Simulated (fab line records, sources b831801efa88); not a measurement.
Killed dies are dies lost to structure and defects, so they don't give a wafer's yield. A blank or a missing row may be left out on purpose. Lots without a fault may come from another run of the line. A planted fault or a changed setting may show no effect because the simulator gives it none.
fab line records | flow sfq_line
record lots=7 wafers=19 last_day=94
route steps=325 shown I3@147 M4@148
lots that met no fault: from a run of the same line without faults
start_h: hours from the record's first day to the start of the lot's first wafer shown | wait_h: hours since the lot's step before | " the same as in the row above | L1.1+2: a row that stands for several wafers | - no value, or no start given | * or withheld: withheld | < > ~ a bound
route shown NAME@n: a module of which the file shows steps, and the number in the route of the first | usual: mean/standard deviation of fault-free wafers | same: alike in all rows | chamber/n: place in a boat | sites: the reading at each site | _std_site: their standard deviation | _edge_site: outer sites' mean less inner sites' | radius_mm: how far each site lies from the wafer's centre | mask NAME#n: copy n | behind: the tool/chamber that last shaped the wafer | hold: why the lot was held/for how many hours/how that ended | device: the transistor (n, p or np) that didn't switch | end of line: the same wafers' tests at the end of the route | a step without rows: its recipe alone | killed: dies lost to structure and defects at the first sort, not the wafer's yield | map: a wafer's dies, x killed, . not, _ none there
set.NAME: the setting as run; set.NAME@STEP: as run at that earlier step | model.NAME: the simulator's own value behind a step, which no gauge read
lots at some steps of the route; a table a step, a row a wafer
services: from which hour (start_h, from the record's first day; less than 0 if before it) a tool's chamber was out of use, for how many hours, and why
## steps
# step SFQ_TRILAYER_I3_VIA_STRIP_SOLV_CLEAN_090
# recipe chemistry=NMP temp_c=70 time_s=600
# step SFQ_TRILAYER_M4_DEP_PRE_CLEAN_092
# recipe gas=Ar time_s=22.5 bias_v=250
# step SFQ_TRILAYER_M4_DEP_SPUTTER_091
# recipe material=Nb base_pressure_pa=1.33e-06 chamber_pressure_pa=0.1333 substrate_temp_c=20 resputter_cathode_voltage_v=400 target_thk_nm=200 power_w=2000 time_s=133.3
# usual throttle_valve_pct=29.2/0.93
# columns lot.wafer tool chamber start_h wait_h throttle_valve_pct
L996.2 pvd_sputter-05 - 1021.39 0.0 27.5
L996.5 " - " " 27.3
L996.6 " - " " 27.6
L999.1 pvd_sputter-04 - 1066.04 0.0 30.0
L999.5 " - " " 29.8
L999.6 " - " " 30.1
L105.2 pvd_sputter-04 - 1117.99 0.0 29.2
L105.3 " - " " 29.9
L106.3 pvd_sputter-06 - 1122.79 0.0 29.9
L106.6 " - " " 29.7
L108.1 pvd_sputter-05 - 1144.51 0.0 27.5
L108.3 " - " " 27.2
L108.6 " - " " 27.4
L113.1 pvd_sputter-06 - 1188.93 0.0 29.2
L113.4 " - " " 29.7
L113.6 " - " " 30.0
L114.1 pvd_sputter-05 - 1198.51 0.0 27.6
L114.3 " - " " 29.8
L114.5 " - " " 29.8
# step SFQ_M4_RS_MEAS_924
# recipe thk_meas_gauge=four-point-probe reads=Nb_of_TRILAYER_M4_DEP_SPUTTER_091
# usual M4_NB_RS=0.892/0.014
# columns lot.wafer tool chamber start_h wait_h M4_NB_RS[ohm/sq]
L996.2 film_metro-03 - 1021.51 0.1 0.884
L996.5 " - " " 0.889
L996.6 " - " " 0.883
L999.1 film_metro-04 - 1066.13 0.0 0.865
L999.5 " - " " 0.882
L999.6 " - " " 0.868
L105.2 film_metro-02 - 1118.10 0.1 0.872
L105.3 " - " " 0.879
L106.3 film_metro-03 - 1122.92 0.1 0.900
L106.6 " - " " 0.898
L108.1 film_metro-02 - 1144.60 0.0 0.894
L108.3 " - " " 0.890
L108.6 " - " " 0.891
L113.1 film_metro-04 - 1189.02 0.0 0.889
L113.4 " - " " 0.871
L113.6 " - " " 0.892
L114.1 film_metro-04 - 1198.60 0.0 0.909
L114.3 " - " " 0.903
L114.5 " - " " 0.907
# step SFQ_TRILAYER_M4_LITHO_COAT_098
# recipe resist=BARC spin_rpm=3000 resist_thk_nm=62
# step SFQ_TRILAYER_M4_LITHO_COAT_093
# recipe resist=KrF spin_rpm=3000 resist_thk_nm=600
# step SFQ_TRILAYER_M4_LITHO_SOFTBAKE_097
# recipe temp_c=withheld time_s=withheld resist=KrF
# step SFQ_TRILAYER_M4_LITHO_EXPOSE_094
# recipe mask_id=M4 na=0.6 source_shape=conventional sigma_outer=0.65 target_cd_nm=500 dose_mj=14.4
# step SFQ_TRILAYER_M4_LITHO_PEB_096
# recipe peb_temp_c=115 peb_time_s=60 resist=KrF
# step SFQ_TRILAYER_M4_LITHO_DEVELOP_095
# recipe time_s=60 resist=KrF
# step SFQ_M4_OVL_MEAS_926
# usual M4_OVL=1/4.7
# columns lot.wafer tool chamber start_h wait_h M4_OVL[nm]
L996.2 overlay-02 - 1023.93 0.1 -6
L996.5 " - " " -5
L996.6 " - " " -9
L999.1 overlay-01 - 1072.35 0.1 5
L999.5 " - " " 4
L999.6 " - " " 0
L105.2 overlay-02 - 1264.22 0.1 -5
L105.3 " - " " 3
L106.3 overlay-02 - 1267.83 0.1 2
L106.6 " - " " 1
L108.1 overlay-02 - 1270.22 0.1 3
L108.3 " - " " 6
L108.6 " - " " 2
L113.1 overlay-02 - 1276.22 0.1 -3
L113.4 " - " " -3
L113.6 " - " " -3
L114.1 overlay-02 - 1277.42 0.1 2
L114.3 " - " " 10
L114.5 " - " " 3
# step SFQ_TRILAYER_M4_BARC_OPEN_METAL_ETCH_123
# recipe mask_material=PR chemistry=O2 target_depth_nm=125 target=BARC icp_w=600 bias_w=80 pressure_mtorr=10 time_s=41.7
# usual drypump_motor_current_A=5.7/0.59 he_backside_leak_sccm=3.4/0.42 oes_product_au=0.685/0.0043
# columns lot.wafer tool chamber start_h wait_h drypump_motor_current_A he_backside_leak_sccm oes_product_au rf_hours_counter_h model.KrF_of_TRILAYER_M4_LITHO_COAT_093.thk_nm
L996.2 rie_metal-03 1 1023.96 0.0 6.5 3.1 0.693 14 520.1
L996.5 " 0 " " 5.1 3.3 0.686 - 522.9
L996.6 " 1 " " 6.5 3.2 0.683 - 522.4
L999.1 rie_metal-04 0 1072.38 0.0 6.2 3.3 0.683 106 520.5
L999.5 " 0 " " 6.2 3.3 0.683 - 523.8
L999.6 " 1 " " 5.7 3.3 0.683 - 521.6
L105.2 rie_metal-04 0 1264.25 0.0 6.1 3.4 0.682 129 525
L105.3 " 0 " " 6.2 3.4 0.689 - 527.9
L106.3 rie_metal-04 0 1267.87 0.0 6.2 3.3 0.682 - 525.5
L106.6 " 0 " " 6.2 3.2 0.678 - 522.6
L108.1 rie_metal-04 1 1270.25 0.0 5.8 3.2 0.683 56 523.4
L108.3 " 0 " " 6.2 3.4 0.680 - 526.4
L108.6 " 0 " " 6.2 3.3 0.682 - 527
L113.1 rie_metal-01 1 1276.25 0.0 5.6 3.3 0.686 14 524.4
L113.4 " 0 " " 5.0 3.6 0.687 - 524.2
L113.6 " 1 " " 5.6 3.3 0.685 - 523.7
L114.1 rie_metal-03 1 1277.45 0.0 6.6 3.2 0.682 50 522
L114.3 " 1 " " 6.6 3.2 0.681 - 523.1
L114.5 " 1 " " 6.5 3.2 0.678 - 522.7
# step SFQ_TRILAYER_M4_ETCH_METAL_ETCH_096
# recipe target=Nb stop_on=SiO2 mask_material=PR chemistry=Cl2/Ar target_depth_nm=240 icp_w=600 bias_w=80 pressure_mtorr=10 time_s=120
# usual drypump_motor_current_A=5.7/0.59 he_backside_leak_sccm=3.36/0.21 oes_product_au=0.893/0.009
# columns lot.wafer tool chamber start_h wait_h drypump_motor_current_A he_backside_leak_sccm oes_product_au rf_hours_counter_h
L996.2 rie_metal-03 1 1024.04 0.1 6.5 3.08 0.896 14
L996.5 " 0 " " 5.0 3.81 0.902 -
L996.6 " 1 " " 6.6 3.00 0.895 -
L999.1 rie_metal-04 0 1072.44 0.0 6.2 3.38 0.905 106
L999.5 " 0 " " 6.2 3.33 0.896 -
L999.6 " 1 " " 5.6 3.07 0.911 -
L105.2 rie_metal-04 0 1264.31 0.0 6.2 3.39 0.902 129
L105.3 " 0 " " 6.2 3.37 0.899 -
L106.3 rie_metal-04 0 1267.95 0.1 6.2 3.36 0.885 -
L106.6 " 0 " " 6.2 3.46 0.897 -
L108.1 rie_metal-04 1 1270.31 0.0 5.7 3.29 0.892 56
L108.3 " 0 " " 6.1 3.27 0.897 -
L108.6 " 0 " " 6.2 3.41 0.898 -
L113.1 rie_metal-01 1 1276.31 0.0 5.6 3.26 0.889 14
L113.4 " 0 " " 5.0 3.39 0.907 -
L113.6 " 1 " " 5.6 3.42 0.892 -
L114.1 rie_metal-03 1 1277.57 0.1 6.5 3.20 0.882 50
L114.3 " 1 " " 6.5 3.21 0.888 -
L114.5 " 1 " " 6.5 3.35 0.881 -
## services
# columns tool chamber start_h hours kind
pvd_sputter-04 - 1034.23 2.5 repair
rie_metal-03 - 1043.04 0.2 repair
rie_metal-03 0 1043.27 - clean
rie_metal-03 0 1043.27 - consumable_replace:focus_ring
rie_metal-03 0 1043.27 24.5 scheduled_down
rie_metal-03 0 1043.27 24.5 vent_cycle
pvd_sputter-04 - 1100.08 7.5 repair
rie_metal-04 - 1108.18 0.5 repair
pvd_sputter-05 - 1153.04 2.8 repair
rie_metal-04 - 1155.35 0.1 repair
rie_metal-01 1 1161.97 - clean
rie_metal-01 1 1161.97 - consumable_replace:focus_ring
pvd_sputter-04 - 1187.69 0.5 repair
pvd_sputter-06 - 1196.68 11.7 repair
rie_metal-04 - 1210.46 2.8 pm
rie_metal-04 0 1214.48 5.4 repair
rie_metal-03 - 1225.46 0.5 repair
rie_metal-03 - 1245.04 0.3 repair
pvd_sputter-04 - 1257.95 1.5 repair
pvd_sputter-06 - 1269.18 9.3 repair
pvd_sputter-05 0 1271.97 - consumable_replace:kit
pvd_sputter-05 0 1271.97 18.0 scheduled_down
pvd_sputter-05 0 1271.97 18.0 vent_cycle
rie_metal-03 0 1274.25 9.2 repair
## key
first_sign none at tools or gauges
model_effect step=SFQ_TRILAYER_M4_BARC_OPEN_METAL_ETCH_123 value=KrF_of_TRILAYER_M4_LITHO_COAT_093.thk_nm without=522.2 struck=525.9
met_at SFQ_TRILAYER_M4_BARC_OPEN_METAL_ETCH_123
struck_wafers L105.3,L106.3,L106.6,L108.3,L108.6
onset_between 1072.38 1264.25
fault kind=process_parameter_drift tool=rie_metal-04 chamber=- onset_h=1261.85 steps=SFQ_TRILAYER_M4_BARC_OPEN_METAL_ETCH_123 channel=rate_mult offset=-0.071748 shape=step end_h=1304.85 scope=struck_wafers_only
